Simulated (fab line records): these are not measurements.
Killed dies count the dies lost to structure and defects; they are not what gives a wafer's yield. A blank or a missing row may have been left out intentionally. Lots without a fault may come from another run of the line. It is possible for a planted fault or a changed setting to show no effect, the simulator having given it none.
fab line records -- flow gf180mcu
record: lots: 24, wafers: 72, last_day: 34
route steps=602 shown M2@367 V3@454 M4@472 V4@501 V5@545 PASSIVATION@599
lots that met no fault: taken from a fault-free run of the same line
start_h: start of the lot's first displayed wafer, in hours after the record's first day -- wait_h: how many hours have passed since the lot's step before this one -- " unchanged from the row above -- L1.1+2: a single row standing in for several wafers -- - either no value or no given start -- * or withheld: withheld -- < > ~ a bound
route shown NAME@n: NAME is a module with steps in the file, n the number in the route of the first one -- usual: mean/standard deviation taken from wafers without a fault -- same: alike in all rows -- chamber/n: place in a boat -- sites: each site's reading -- _std_site: their standard deviation -- _edge_site: mean of outer sites minus mean of inner sites -- radius_mm: how far each site lies from the wafer's centre -- mask NAME#n: copy n -- behind: the tool/chamber that last shaped the wafer -- hold: reason for holding the lot/hours on hold/outcome of the hold -- device: which transistor (n, p or np) failed to switch -- end of line: the tests these same wafers got at the end of their route -- for a step that has no rows: nothing shown but its recipe -- killed: dies that structure and defects cost at the first sort, which is not the same as the wafer's yield -- map: a wafer's dies, marking killed ones x, the rest . and places with no die _
set.NAME: the setting the step ran with; set.NAME@STEP: the setting that earlier step ran with -- model.NAME: the simulator's own value behind a step, which no gauge read
route steps across a sampled set of lots; one table per step, one row per wafer
services: the hour from which a tool's chamber was out of use, counted from the record's first day as start_h (under 0 if before that day), plus the number of hours and why
== steps ==
step: GF_M2_RS_MEAS_05
recipe: thk_meas_gauge: four-point-probe, reads: TiN_of_M2_SPUTTER_04+Ti_of_M2_SPUTTER_03+AlCu_of_M2_SPUTTER_02+TiN_of_M2_SPUTTER_01+Ti_of_M2_SPUTTER_00
usual: M2_ALCU_RS: 0.0696/0.00073
lot.wafer,tool,chamber,start_h,wait_h,M2_ALCU_RS[ohm/sq]
L074.1,film_metro-02,-,413.83,0.0,0.0690
L074.2,film_metro-02,-,413.83,0.0,0.0700
L074.5,film_metro-02,-,413.83,0.0,0.0687
L075.1,film_metro-03,-,419.74,0.0,0.0693
L075.4,film_metro-03,-,419.74,0.0,0.0690
L075.6,film_metro-03,-,419.74,0.0,0.0694
L076.1,film_metro-02,-,427.94,0.0,0.0692
L076.3,film_metro-02,-,427.94,0.0,0.0697
L076.5,film_metro-02,-,427.94,0.0,0.0703
L077.1,film_metro-04,-,439.72,0.0,0.0697
L077.2,film_metro-04,-,439.72,0.0,0.0684
L077.4,film_metro-04,-,439.72,0.0,0.0692
L078.2,film_metro-03,-,449.12,0.0,0.0688
L078.3,film_metro-03,-,449.12,0.0,0.0696
L078.6,film_metro-03,-,449.12,0.0,0.0696
L079.2,film_metro-02,-,458.86,0.0,0.0678
L079.4,film_metro-02,-,458.86,0.0,0.0686
L079.6,film_metro-02,-,458.86,0.0,0.0684
L080.1,film_metro-04,-,474.18,0.0,0.0687
L080.3,film_metro-04,-,474.18,0.0,0.0685
L080.5,film_metro-04,-,474.18,0.0,0.0688
L081.1,film_metro-03,-,476.48,0.0,0.0688
L081.2,film_metro-03,-,476.48,0.0,0.0687
L081.5,film_metro-03,-,476.48,0.0,0.0683
L082.1,film_metro-02,-,489.92,0.0,0.0701
L082.5,film_metro-02,-,489.92,0.0,0.0700
L082.6,film_metro-02,-,489.92,0.0,0.0704
L083.2,film_metro-03,-,499.83,0.0,0.0693
L083.3,film_metro-03,-,499.83,0.0,0.0686
L083.6,film_metro-03,-,499.83,0.0,0.0692
L084.2,film_metro-03,-,505.83,0.0,0.0697
L084.4,film_metro-03,-,505.83,0.0,0.0693
L084.6,film_metro-03,-,505.83,0.0,0.0696
L085.4,film_metro-02,-,514.86,0.1,0.0703
L085.5,film_metro-02,-,514.86,0.1,0.0702
L085.6,film_metro-02,-,514.86,0.1,0.0698
L086.2,film_metro-03,-,522.85,0.0,0.0694
L086.4,film_metro-03,-,522.85,0.0,0.0690
L086.5,film_metro-03,-,522.85,0.0,0.0694
L087.1,film_metro-04,-,526.32,0.0,0.0699
L087.4,film_metro-04,-,526.32,0.0,0.0700
L087.6,film_metro-04,-,526.32,0.0,0.0702
L088.2,film_metro-02,-,540.33,0.0,0.0686
L088.4,film_metro-02,-,540.33,0.0,0.0698
L088.6,film_metro-02,-,540.33,0.0,0.0691
L089.1,film_metro-04,-,545.61,0.0,0.0693
L089.3,film_metro-04,-,545.61,0.0,0.0699
L089.4,film_metro-04,-,545.61,0.0,0.0695
L090.1,film_metro-04,-,557.36,0.0,0.0690
L090.3,film_metro-04,-,557.36,0.0,0.0700
L090.6,film_metro-04,-,557.36,0.0,0.0691
L091.1,film_metro-02,-,560.47,0.0,0.0698
L091.2,film_metro-02,-,560.47,0.0,0.0714
L091.3,film_metro-02,-,560.47,0.0,0.0699
L092.2,film_metro-02,-,577.23,0.0,0.0687
L092.3,film_metro-02,-,577.23,0.0,0.0694
L092.6,film_metro-02,-,577.23,0.0,0.0696
L093.3,film_metro-02,-,578.01,0.1,0.0708
L093.5,film_metro-02,-,578.01,0.1,0.0697
L093.6,film_metro-02,-,578.01,0.1,0.0704
L094.4,film_metro-04,-,586.87,0.1,0.0703
L094.5,film_metro-04,-,586.87,0.1,0.0707
L094.6,film_metro-04,-,586.87,0.1,0.0701
L095.1,film_metro-03,-,592.61,0.0,0.0706
L095.3,film_metro-03,-,592.61,0.0,0.0703
L095.4,film_metro-03,-,592.61,0.0,0.0712
L096.1,film_metro-04,-,602.47,0.0,0.0682
L096.3,film_metro-04,-,602.47,0.0,0.0688
L096.6,film_metro-04,-,602.47,0.0,0.0683
L097.2,film_metro-03,-,609.44,0.0,0.0703
L097.3,film_metro-03,-,609.44,0.0,0.0705
L097.6,film_metro-03,-,609.44,0.0,0.0700
step: GF_V3_THK_MEAS_25
recipe: thk_meas_gauge: xrf, reads: W_of_V3_CVD_23
usual: V3_W_THK: 351/4.2
lot.wafer,tool,chamber,start_h,wait_h,V3_W_THK[nm]
L074.1,film_metro-01,-,516.59,0.1,350
L074.2,film_metro-01,-,516.59,0.1,345
L074.5,film_metro-01,-,516.59,0.1,351
L075.1,film_metro-02,-,526.12,0.1,349
L075.4,film_metro-02,-,526.12,0.1,352
L075.6,film_metro-02,-,526.12,0.1,353
L076.1,film_metro-03,-,529.86,0.1,344
L076.3,film_metro-03,-,529.86,0.1,345
L076.5,film_metro-03,-,529.86,0.1,345
L077.1,film_metro-02,-,541.28,0.1,361
L077.2,film_metro-02,-,541.28,0.1,356
L077.4,film_metro-02,-,541.28,0.1,355
L078.2,film_metro-02,-,549.12,0.1,348
L078.3,film_metro-02,-,549.12,0.1,349
L078.6,film_metro-02,-,549.12,0.1,354
L079.2,film_metro-02,-,557.17,0.1,349
L079.4,film_metro-02,-,557.17,0.1,355
L079.6,film_metro-02,-,557.17,0.1,352
L080.1,film_metro-01,-,571.71,0.1,347
L080.3,film_metro-01,-,571.71,0.1,350
L080.5,film_metro-01,-,571.71,0.1,346
L081.1,film_metro-02,-,575.46,0.1,351
L081.2,film_metro-02,-,575.46,0.1,356
L081.5,film_metro-02,-,575.46,0.1,351
L082.1,film_metro-02,-,584.98,0.1,363
L082.5,film_metro-02,-,584.98,0.1,354
L082.6,film_metro-02,-,584.98,0.1,359
L083.2,film_metro-03,-,597.87,0.1,359
L083.3,film_metro-03,-,597.87,0.1,358
L083.6,film_metro-03,-,597.87,0.1,349
L084.2,film_metro-02,-,601.52,0.1,345
L084.4,film_metro-02,-,601.52,0.1,354
L084.6,film_metro-02,-,601.52,0.1,353
L085.4,film_metro-01,-,606.97,0.1,344
L085.5,film_metro-01,-,606.97,0.1,344
L085.6,film_metro-01,-,606.97,0.1,349
L086.2,film_metro-03,-,616.87,0.1,352
L086.4,film_metro-03,-,616.87,0.1,353
L086.5,film_metro-03,-,616.87,0.1,350
L087.1,film_metro-02,-,620.73,0.1,348
L087.4,film_metro-02,-,620.73,0.1,354
L087.6,film_metro-02,-,620.73,0.1,357
L088.2,film_metro-01,-,630.17,0.1,356
L088.4,film_metro-01,-,630.17,0.1,347
L088.6,film_metro-01,-,630.17,0.1,346
L089.1,film_metro-01,-,635.47,0.1,355
L089.3,film_metro-01,-,635.47,0.1,352
L089.4,film_metro-01,-,635.47,0.1,350
L090.1,film_metro-03,-,647.83,0.1,356
L090.3,film_metro-03,-,647.83,0.1,354
L090.6,film_metro-03,-,647.83,0.1,353
L091.1,film_metro-02,-,650.01,0.1,355
L091.2,film_metro-02,-,650.01,0.1,346
L091.3,film_metro-02,-,650.01,0.1,355
L092.2,film_metro-02,-,667.89,0.1,348
L092.3,film_metro-02,-,667.89,0.1,353
L092.6,film_metro-02,-,667.89,0.1,351
L093.3,film_metro-03,-,667.90,0.1,351
L093.5,film_metro-03,-,667.90,0.1,353
L093.6,film_metro-03,-,667.90,0.1,348
L094.4,film_metro-02,-,672.61,0.1,351
L094.5,film_metro-02,-,672.61,0.1,351
L094.6,film_metro-02,-,672.61,0.1,350
L095.1,film_metro-02,-,678.59,0.1,352
L095.3,film_metro-02,-,678.59,0.1,354
L095.4,film_metro-02,-,678.59,0.1,349
L096.1,film_metro-03,-,687.29,0.1,347
L096.3,film_metro-03,-,687.29,0.1,343
L096.6,film_metro-03,-,687.29,0.1,346
L097.2,film_metro-02,-,694.12,0.1,348
L097.3,film_metro-02,-,694.12,0.1,345
L097.6,film_metro-02,-,694.12,0.1,347
step: GF_M4_METAL_ETCH_16
recipe: chemistry: Cl2/BCl3, mask_material: KrF, target_depth_nm: 627.5, stop_on: SiO2, pressure_mtorr: 8, icp_w: 800, bias_w: 140, Cl2_flow_sccm: 80, bcl3_flow_sccm: 40, time_s: 104.6
usual: drypump_motor_current_A: 5.99/0.2, oes_product_au: 0.972/0.0062, throttle_valve_pct: 28.250/0.011
lot.wafer,tool,chamber,start_h,wait_h,drypump_motor_current_A,oes_product_au,rf_hours_counter_h,throttle_valve_pct
L074.1,rie_metal-04,1,540.22,0.0,5.95,0.967,1,28.251
L074.2,rie_metal-04,0,540.22,0.0,5.91,0.978,8,28.252
L074.5,rie_metal-04,0,540.22,0.0,5.90,0.976,-,28.221
L075.1,rie_metal-03,1,549.48,0.0,6.37,0.975,4,28.256
L075.4,rie_metal-03,1,549.48,0.0,6.35,0.978,-,28.242
L075.6,rie_metal-03,1,549.48,0.0,6.37,0.968,-,28.238
L076.1,rie_metal-04,0,552.47,0.0,5.94,0.974,8,28.251
L076.3,rie_metal-04,1,552.47,0.0,5.94,0.970,-,28.250
L076.5,rie_metal-04,1,552.47,0.0,5.93,0.974,-,28.258
L077.1,rie_metal-04,1,564.39,0.0,5.95,0.968,2,28.243
L077.2,rie_metal-04,0,564.39,0.0,5.91,0.961,8,28.240
L077.4,rie_metal-04,1,564.39,0.0,5.94,0.959,-,28.264
L078.2,rie_metal-02,1,571.94,0.0,6.05,0.971,8,28.250
L078.3,rie_metal-02,1,571.94,0.0,6.05,0.968,-,28.253
L078.6,rie_metal-02,0,571.94,0.0,5.62,0.972,-,28.254
L079.2,rie_metal-04,0,580.12,0.0,5.92,0.969,9,28.247
L079.4,rie_metal-04,0,580.12,0.0,5.93,0.960,-,28.249
L079.6,rie_metal-04,1,580.12,0.0,5.95,0.970,-,28.259
L080.1,rie_metal-04,0,593.53,0.0,5.92,0.977,10,28.240
L080.3,rie_metal-04,0,593.53,0.0,5.90,0.967,-,28.241
L080.5,rie_metal-04,0,593.53,0.0,5.89,0.974,-,28.238
L081.1,rie_metal-04,1,598.82,0.0,5.95,0.964,3,28.251
L081.2,rie_metal-04,0,598.82,0.0,5.91,0.972,10,28.232
L081.5,rie_metal-04,0,598.82,0.0,5.92,0.973,-,28.265
L082.1,rie_metal-04,1,606.78,0.0,5.95,0.966,3,28.274
L082.5,rie_metal-04,0,606.78,0.0,5.94,0.980,-,28.248
L082.6,rie_metal-04,1,606.78,0.0,5.93,0.961,-,28.263
L083.2,rie_metal-03,0,618.94,0.0,5.94,0.965,1,28.243
L083.3,rie_metal-03,1,618.94,0.0,6.38,0.975,-,28.252
L083.6,rie_metal-03,0,618.94,0.0,5.95,0.972,-,28.249
L084.2,rie_metal-03,1,622.90,0.0,6.37,0.974,6,28.246
L084.4,rie_metal-03,0,622.90,0.0,5.94,0.980,-,28.231
L084.6,rie_metal-03,0,622.90,0.0,5.93,0.982,-,28.227
L085.4,rie_metal-03,0,628.15,0.0,5.97,0.974,-,28.247
L085.5,rie_metal-03,0,628.15,0.0,5.93,0.989,-,28.235
L085.6,rie_metal-03,1,628.15,0.0,6.40,0.983,-,28.236
L086.2,rie_metal-02,0,637.48,0.0,5.64,0.965,2,28.268
L086.4,rie_metal-02,0,637.48,0.0,5.64,0.972,-,28.242
L086.5,rie_metal-02,0,637.48,0.0,5.64,0.971,-,28.233
L087.1,rie_metal-04,1,640.78,0.0,5.95,0.968,4,28.245
L087.4,rie_metal-04,1,640.78,0.0,5.93,0.968,-,28.239
L087.6,rie_metal-04,1,640.78,0.0,5.94,0.963,-,28.268
L088.2,rie_metal-04,0,650.33,0.0,5.89,0.970,11,28.248
L088.4,rie_metal-04,0,650.33,0.0,5.89,0.959,-,28.264
L088.6,rie_metal-04,0,650.33,0.0,5.89,0.966,-,28.249
L089.1,rie_metal-03,1,656.32,0.0,6.37,0.974,7,28.245
L089.3,rie_metal-03,0,656.32,0.0,5.93,0.973,-,28.229
L089.4,rie_metal-03,1,656.32,0.0,6.37,0.977,-,28.245
L090.1,rie_metal-03,1,668.07,0.0,6.39,0.973,8,28.234
L090.3,rie_metal-03,0,668.07,0.0,5.96,0.977,-,28.237
L090.6,rie_metal-03,1,668.07,0.0,6.39,0.977,-,28.257
L091.1,rie_metal-04,0,669.69,0.0,5.93,0.972,12,28.254
L091.2,rie_metal-04,1,669.69,0.0,5.94,0.972,5,28.256
L091.3,rie_metal-04,0,669.69,0.0,5.91,0.972,-,28.252
L092.2,rie_metal-02,0,687.18,0.0,5.64,0.978,3,28.247
L092.3,rie_metal-02,1,687.18,0.0,6.04,0.970,-,28.225
L092.6,rie_metal-02,1,687.18,0.0,6.05,0.982,-,28.255
L093.3,rie_metal-04,0,687.65,0.1,5.91,0.981,-,28.251
L093.5,rie_metal-04,1,687.65,0.1,5.95,0.970,-,28.270
L093.6,rie_metal-04,0,687.65,0.1,5.92,0.968,-,28.251
L094.4,rie_metal-02,1,692.03,0.0,6.05,0.980,-,28.249
L094.5,rie_metal-02,1,692.03,0.0,6.04,0.988,-,28.241
L094.6,rie_metal-02,0,692.03,0.0,5.64,0.970,-,28.245
L095.1,rie_metal-04,1,698.38,0.0,5.94,0.967,6,28.260
L095.3,rie_metal-04,1,698.38,0.0,5.95,0.973,-,28.240
L095.4,rie_metal-04,0,698.38,0.0,5.96,0.968,-,28.261
L096.1,rie_metal-02,1,706.84,0.0,6.03,0.977,14,28.244
L096.3,rie_metal-02,1,706.84,0.0,6.01,0.970,-,28.259
L096.6,rie_metal-02,1,706.84,0.0,6.03,0.972,-,28.258
L097.2,rie_metal-03,1,712.87,0.0,6.37,0.967,9,28.236
L097.3,rie_metal-03,0,712.87,0.0,5.95,0.980,-,28.242
L097.6,rie_metal-03,1,712.87,0.0,6.37,0.970,-,28.261
step: GF_V4_THK_MEAS_25
recipe: thk_meas_gauge: xrf, reads: W_of_V4_CVD_23
usual: V4_W_THK: 349/5
lot.wafer,tool,chamber,start_h,wait_h,V4_W_THK[nm]
L074.1,film_metro-01,-,565.36,0.1,353
L074.2,film_metro-01,-,565.36,0.1,349
L074.5,film_metro-01,-,565.36,0.1,347
L075.1,film_metro-03,-,574.58,0.1,342
L075.4,film_metro-03,-,574.58,0.1,342
L075.6,film_metro-03,-,574.58,0.1,339
L076.1,film_metro-03,-,576.77,0.1,356
L076.3,film_metro-03,-,576.77,0.1,356
L076.5,film_metro-03,-,576.77,0.1,354
L077.1,film_metro-04,-,587.22,0.1,347
L077.2,film_metro-04,-,587.22,0.1,346
L077.4,film_metro-04,-,587.22,0.1,341
L078.2,film_metro-01,-,597.52,0.1,353
L078.3,film_metro-01,-,597.52,0.1,355
L078.6,film_metro-01,-,597.52,0.1,352
L079.2,film_metro-03,-,604.02,0.1,350
L079.4,film_metro-03,-,604.02,0.1,348
L079.6,film_metro-03,-,604.02,0.1,355
L080.1,film_metro-04,-,617.19,0.1,348
L080.3,film_metro-04,-,617.19,0.1,347
L080.5,film_metro-04,-,617.19,0.1,349
L081.1,film_metro-04,-,621.84,0.1,352
L081.2,film_metro-04,-,621.84,0.1,351
L081.5,film_metro-04,-,621.84,0.1,353
L082.1,film_metro-03,-,629.76,0.1,348
L082.5,film_metro-03,-,629.76,0.1,356
L082.6,film_metro-03,-,629.76,0.1,351
L083.2,film_metro-03,-,641.44,0.1,356
L083.3,film_metro-03,-,641.44,0.1,358
L083.6,film_metro-03,-,641.44,0.1,360
L084.2,film_metro-01,-,645.69,0.1,348
L084.4,film_metro-01,-,645.69,0.1,348
L084.6,film_metro-01,-,645.69,0.1,348
L085.4,film_metro-01,-,650.39,0.1,349
L085.5,film_metro-01,-,650.39,0.1,354
L085.6,film_metro-01,-,650.39,0.1,353
L086.2,film_metro-01,-,660.39,0.1,348
L086.4,film_metro-01,-,660.39,0.1,352
L086.5,film_metro-01,-,660.39,0.1,346
L087.1,film_metro-03,-,662.31,0.1,341
L087.4,film_metro-03,-,662.31,0.1,348
L087.6,film_metro-03,-,662.31,0.1,351
L088.2,film_metro-03,-,672.00,0.1,347
L088.4,film_metro-03,-,672.00,0.1,344
L088.6,film_metro-03,-,672.00,0.1,349
L089.1,film_metro-01,-,678.21,0.1,356
L089.3,film_metro-01,-,678.21,0.1,358
L089.4,film_metro-01,-,678.21,0.1,352
L090.1,film_metro-04,-,689.13,0.1,347
L090.3,film_metro-04,-,689.13,0.1,344
L090.6,film_metro-04,-,689.13,0.1,345
L091.1,film_metro-01,-,691.72,0.1,350
L091.2,film_metro-01,-,691.72,0.1,351
L091.3,film_metro-01,-,691.72,0.1,345
L092.2,film_metro-03,-,708.96,0.1,345
L092.3,film_metro-03,-,708.96,0.1,348
L092.6,film_metro-03,-,708.96,0.1,345
L093.3,film_metro-04,-,709.16,0.1,345
L093.5,film_metro-04,-,709.16,0.1,340
L093.6,film_metro-04,-,709.16,0.1,349
L094.4,film_metro-04,-,713.69,0.1,349
L094.5,film_metro-04,-,713.69,0.1,349
L094.6,film_metro-04,-,713.69,0.1,344
L095.1,film_metro-01,-,718.96,0.1,347
L095.3,film_metro-01,-,718.96,0.1,350
L095.4,film_metro-01,-,718.96,0.1,351
L096.1,film_metro-01,-,727.00,0.1,341
L096.3,film_metro-01,-,727.00,0.1,347
L096.6,film_metro-01,-,727.00,0.1,347
L097.2,film_metro-04,-,732.87,0.1,343
L097.3,film_metro-04,-,732.87,0.1,345
L097.6,film_metro-04,-,732.87,0.1,345
step: GF_V5_BOW_MEAS_05
recipe: mode: bow
usual: V5_BOW: 135/10
lot.wafer,tool,chamber,start_h,wait_h,V5_BOW[um]
L074.1,film_metro-02,-,609.46,0.1,143
L074.2,film_metro-02,-,609.46,0.1,143
L074.5,film_metro-02,-,609.46,0.1,139
L075.1,film_metro-03,-,621.76,0.1,131
L075.4,film_metro-03,-,621.76,0.1,138
L075.6,film_metro-03,-,621.76,0.1,131
L076.1,film_metro-01,-,622.28,0.1,152
L076.3,film_metro-01,-,622.28,0.1,142
L076.5,film_metro-01,-,622.28,0.1,133
L077.1,film_metro-02,-,631.08,0.2,127
L077.2,film_metro-02,-,631.08,0.2,118
L077.4,film_metro-02,-,631.08,0.2,128
L078.2,film_metro-01,-,640.60,0.2,135
L078.3,film_metro-01,-,640.60,0.2,131
L078.6,film_metro-01,-,640.60,0.2,142
L079.2,film_metro-01,-,647.67,0.1,161
L079.4,film_metro-01,-,647.67,0.1,153
L079.6,film_metro-01,-,647.67,0.1,157
L080.1,film_metro-03,-,660.33,0.2,144
L080.3,film_metro-03,-,660.33,0.2,146
L080.5,film_metro-03,-,660.33,0.2,153
L081.1,film_metro-03,-,664.68,0.2,127
L081.2,film_metro-03,-,664.68,0.2,136
L081.5,film_metro-03,-,664.68,0.2,146
L082.1,film_metro-02,-,670.58,0.2,141
L082.5,film_metro-02,-,670.58,0.2,129
L082.6,film_metro-02,-,670.58,0.2,136
L083.2,film_metro-02,-,682.35,0.3,145
L083.3,film_metro-02,-,682.35,0.3,132
L083.6,film_metro-02,-,682.35,0.3,138
L084.2,film_metro-02,-,686.89,0.2,157
L084.4,film_metro-02,-,686.89,0.2,135
L084.6,film_metro-02,-,686.89,0.2,142
L085.4,film_metro-01,-,691.29,0.3,129
L085.5,film_metro-01,-,691.29,0.3,135
L085.6,film_metro-01,-,691.29,0.3,135
L086.2,film_metro-02,-,701.18,0.2,129
L086.4,film_metro-02,-,701.18,0.2,129
L086.5,film_metro-02,-,701.18,0.2,120
L087.1,film_metro-01,-,703.13,0.1,152
L087.4,film_metro-01,-,703.13,0.1,155
L087.6,film_metro-01,-,703.13,0.1,135
L088.2,film_metro-01,-,712.03,0.2,139
L088.4,film_metro-01,-,712.03,0.2,146
L088.6,film_metro-01,-,712.03,0.2,142
L089.1,film_metro-02,-,717.51,0.1,111
L089.3,film_metro-02,-,717.51,0.1,109
L089.4,film_metro-02,-,717.51,0.1,106
L090.1,film_metro-01,-,727.63,0.1,155
L090.3,film_metro-01,-,727.63,0.1,135
L090.6,film_metro-01,-,727.63,0.1,140
L091.1,film_metro-03,-,730.71,0.2,123
L091.2,film_metro-03,-,730.71,0.2,131
L091.3,film_metro-03,-,730.71,0.2,136
L092.2,film_metro-03,-,746.46,0.2,129
L092.3,film_metro-03,-,746.46,0.2,139
L092.6,film_metro-03,-,746.46,0.2,130
L093.3,film_metro-03,-,747.08,0.3,124
L093.5,film_metro-03,-,747.08,0.3,126
L093.6,film_metro-03,-,747.08,0.3,112
L094.4,film_metro-02,-,751.02,0.2,125
L094.5,film_metro-02,-,751.02,0.2,131
L094.6,film_metro-02,-,751.02,0.2,128
L095.1,film_metro-02,-,756.12,0.1,128
L095.3,film_metro-02,-,756.12,0.1,119
L095.4,film_metro-02,-,756.12,0.1,132
L096.1,film_metro-03,-,763.21,0.1,139
L096.3,film_metro-03,-,763.21,0.1,128
L096.6,film_metro-03,-,763.21,0.1,125
L097.2,film_metro-01,-,768.45,0.2,120
L097.3,film_metro-01,-,768.45,0.2,125
L097.6,film_metro-01,-,768.45,0.2,137
step: GF_PASSIVATION_STRIP_12
recipe: chemistry: O2/N2, power_w: 1400, pressure_mtorr: 1500, platen_temp_c: 250, o2_flow_sccm: 3000, n2_flow_sccm: 300, overash_fraction: 0.5
usual: drypump_motor_current_A: 5.9/0.34, heater_power_w: 335/26, o2_flow_sccm: 3000/9, oes_product_au: 0.720/0.005, strip_time_to_endpoint_s: 34.88/0.26
same: overash_fraction: 0.5
lot.wafer,tool,chamber,start_h,wait_h,drypump_motor_current_A,heater_power_w,o2_flow_sccm,oes_product_au,rf_hours_counter_h,strip_time_to_endpoint_s
L074.1,plasma_asher-03,0,672.39,0.1,6.2,377,3008,0.721,109,34.98
L074.2,plasma_asher-03,1,672.39,0.1,5.4,315,2989,0.723,109,34.89
L074.5,plasma_asher-03,0,672.39,0.1,6.2,375,3003,0.719,-,34.72
L075.1,plasma_asher-02,1,683.70,0.1,6.3,339,3007,0.716,86,34.96
L075.4,plasma_asher-02,0,683.70,0.1,5.8,326,2999,0.720,-,34.86
L075.6,plasma_asher-02,0,683.70,0.1,5.8,326,2998,0.727,-,34.64
L076.1,plasma_asher-03,0,684.54,0.1,6.2,372,2977,0.720,111,34.31
L076.3,plasma_asher-03,1,684.54,0.1,5.4,308,2993,0.715,-,34.89
L076.5,plasma_asher-03,0,684.54,0.1,6.2,382,2990,0.718,-,35.11
L077.1,plasma_asher-02,1,692.06,0.1,6.3,334,3018,0.724,87,34.90
L077.2,plasma_asher-02,0,692.06,0.1,5.8,323,3005,0.718,87,34.86
L077.4,plasma_asher-02,0,692.06,0.1,5.8,329,3013,0.723,-,34.20
L078.2,plasma_asher-03,0,701.16,0.1,6.2,370,2998,0.719,113,34.69
L078.3,plasma_asher-03,1,701.16,0.1,5.4,322,3010,0.730,-,34.71
L078.6,plasma_asher-03,1,701.16,0.1,5.4,315,2998,0.724,-,34.92
L079.2,plasma_asher-03,0,707.24,0.1,6.2,376,2992,0.716,114,35.09
L079.4,plasma_asher-03,0,707.24,0.1,6.2,379,2992,0.715,-,34.62
L079.6,plasma_asher-03,1,707.24,0.1,5.4,321,3004,0.722,-,35.05
L080.1,plasma_asher-03,1,719.35,0.1,5.4,316,2992,0.726,115,34.74
L080.3,plasma_asher-03,0,719.35,0.1,6.2,385,2997,0.713,-,34.68
L080.5,plasma_asher-03,1,719.35,0.1,5.4,310,2991,0.722,-,34.85
L081.1,plasma_asher-01,1,723.79,0.1,6.0,325,2996,0.716,62,35.19
L081.2,plasma_asher-01,0,723.79,0.1,5.6,298,2999,0.722,62,34.94
L081.5,plasma_asher-01,1,723.79,0.1,6.0,335,2987,0.717,-,34.68
L082.1,plasma_asher-02,0,728.81,0.1,5.8,326,3014,0.724,91,34.38
L082.5,plasma_asher-02,1,728.81,0.1,6.3,328,2986,0.720,-,34.53
L082.6,plasma_asher-02,0,728.81,0.1,5.8,326,3020,0.722,-,34.79
L083.2,plasma_asher-02,0,739.54,0.1,5.8,323,3002,0.722,92,35.01
L083.3,plasma_asher-02,0,739.54,0.1,5.8,329,3000,0.718,-,34.08
L083.6,plasma_asher-02,0,739.54,0.1,5.8,331,2996,0.712,-,33.99
L084.2,plasma_asher-03,1,742.80,0.1,5.4,313,3004,0.718,0,35.15
L084.4,plasma_asher-03,0,742.80,0.1,6.2,387,2997,0.720,-,35.03
L084.6,plasma_asher-03,1,742.80,0.1,5.4,311,3019,0.715,-,34.42
L085.4,plasma_asher-02,0,747.65,0.2,5.8,321,2998,0.715,-,34.63
L085.5,plasma_asher-02,0,747.65,0.2,5.8,322,3018,0.720,-,34.95
L085.6,plasma_asher-02,1,747.65,0.2,6.3,322,3003,0.718,-,34.87
L086.2,plasma_asher-03,1,755.96,0.1,5.4,326,3000,0.716,1,34.83
L086.4,plasma_asher-03,0,755.96,0.1,6.2,394,2985,0.702,-,34.68
L086.5,plasma_asher-03,1,755.96,0.1,5.4,307,3003,0.719,-,34.85
L087.1,plasma_asher-02,0,757.59,0.1,5.8,320,2977,0.723,95,34.82
L087.4,plasma_asher-02,1,757.59,0.1,6.3,335,3007,0.721,-,34.77
L087.6,plasma_asher-02,1,757.59,0.1,6.3,333,2999,0.715,-,35.05
L088.2,plasma_asher-02,1,765.91,0.1,6.3,336,3008,0.723,95,34.86
L088.4,plasma_asher-02,0,765.91,0.1,5.9,327,2998,0.715,-,34.77
L088.6,plasma_asher-02,0,765.91,0.1,5.8,333,3010,0.731,-,35.07
L089.1,plasma_asher-03,1,771.44,0.1,5.4,309,2995,0.723,3,34.99
L089.3,plasma_asher-03,1,771.44,0.1,5.4,311,2997,0.716,-,34.87
L089.4,plasma_asher-03,0,771.44,0.1,6.2,390,3000,0.727,-,35.36
L090.1,plasma_asher-02,1,780.26,0.1,6.2,335,2999,0.718,97,35.13
L090.3,plasma_asher-02,1,780.26,0.1,6.3,323,2995,0.720,-,34.70
L090.6,plasma_asher-02,0,780.26,0.1,5.8,328,2995,0.716,-,34.96
L091.1,plasma_asher-02,0,783.00,0.1,5.8,326,3001,0.721,97,35.22
L091.2,plasma_asher-02,1,783.00,0.1,6.3,331,3010,0.716,97,35.08
L091.3,plasma_asher-02,0,783.00,0.1,5.8,333,2983,0.730,-,34.84
L092.2,plasma_asher-03,0,796.94,0.1,6.2,398,3004,0.707,6,35.32
L092.3,plasma_asher-03,0,796.94,0.1,6.2,393,3005,0.728,-,35.31
L092.6,plasma_asher-03,1,796.94,0.1,5.4,306,3000,0.725,-,34.67
L093.3,plasma_asher-01,0,797.40,0.2,5.6,307,2995,0.717,-,34.83
L093.5,plasma_asher-01,1,797.40,0.2,6.0,326,3011,0.724,-,35.24
L093.6,plasma_asher-01,0,797.40,0.2,5.6,302,2985,0.722,-,34.65
L094.4,plasma_asher-03,0,801.20,0.0,6.2,396,3012,0.726,-,34.77
L094.5,plasma_asher-03,1,801.20,0.0,5.4,310,2989,0.727,-,35.15
L094.6,plasma_asher-03,0,801.20,0.0,6.2,388,3019,0.722,-,35.33
L095.1,plasma_asher-02,1,806.16,0.1,6.3,329,2996,0.722,100,35.00
L095.3,plasma_asher-02,0,806.16,0.1,5.8,329,3004,0.717,-,35.25
L095.4,plasma_asher-02,1,806.16,0.1,6.3,328,2997,0.726,-,35.04
L096.1,plasma_asher-01,1,811.40,0.1,6.0,323,3010,0.719,69,34.90
L096.3,plasma_asher-01,1,811.40,0.1,6.0,330,3006,0.718,-,34.34
L096.6,plasma_asher-01,1,811.40,0.1,6.0,328,2994,0.723,-,35.12
L097.2,plasma_asher-02,0,816.76,0.1,5.8,333,3002,0.721,101,34.90
L097.3,plasma_asher-02,0,816.76,0.1,5.8,318,3009,0.723,-,34.92
L097.6,plasma_asher-02,1,816.76,0.1,6.3,328,2993,0.718,-,34.89
== services ==
tool,chamber,start_h,hours,kind
rie_metal-03,0,546.73,-,clean
rie_metal-04,-,564.92,0.2,repair
rie_metal-02,-,578.52,2.8,pm
rie_metal-04,1,588.20,6.6,repair
rie_metal-04,-,635.74,1.2,repair
rie_metal-02,0,654.30,14.1,repair
plasma_asher-02,-,654.79,14.6,pm
plasma_asher-01,-,672.20,22.1,pm
plasma_asher-01,-,707.61,14.6,pm
rie_metal-04,0,723.04,1.7,repair
rie_metal-02,-,724.30,1.4,pm
plasma_asher-01,-,725.31,12.7,repair
plasma_asher-03,-,733.75,9.0,pm
plasma_asher-03,0,733.75,9.0,vent_cycle
plasma_asher-03,1,733.75,9.0,vent_cycle
plasma_asher-01,-,742.32,4.4,repair
plasma_asher-03,0,742.75,-,clean
plasma_asher-03,1,742.75,-,clean
rie_metal-04,-,746.26,28.1,pm
rie_metal-04,-,774.36,1.4,pm
rie_metal-04,-,781.94,0.1,repair
rie_metal-04,0,793.94,-,clean
rie_metal-04,0,793.94,17.4,scheduled_down
rie_metal-04,0,793.94,17.4,vent_cycle
== key ==
fault none
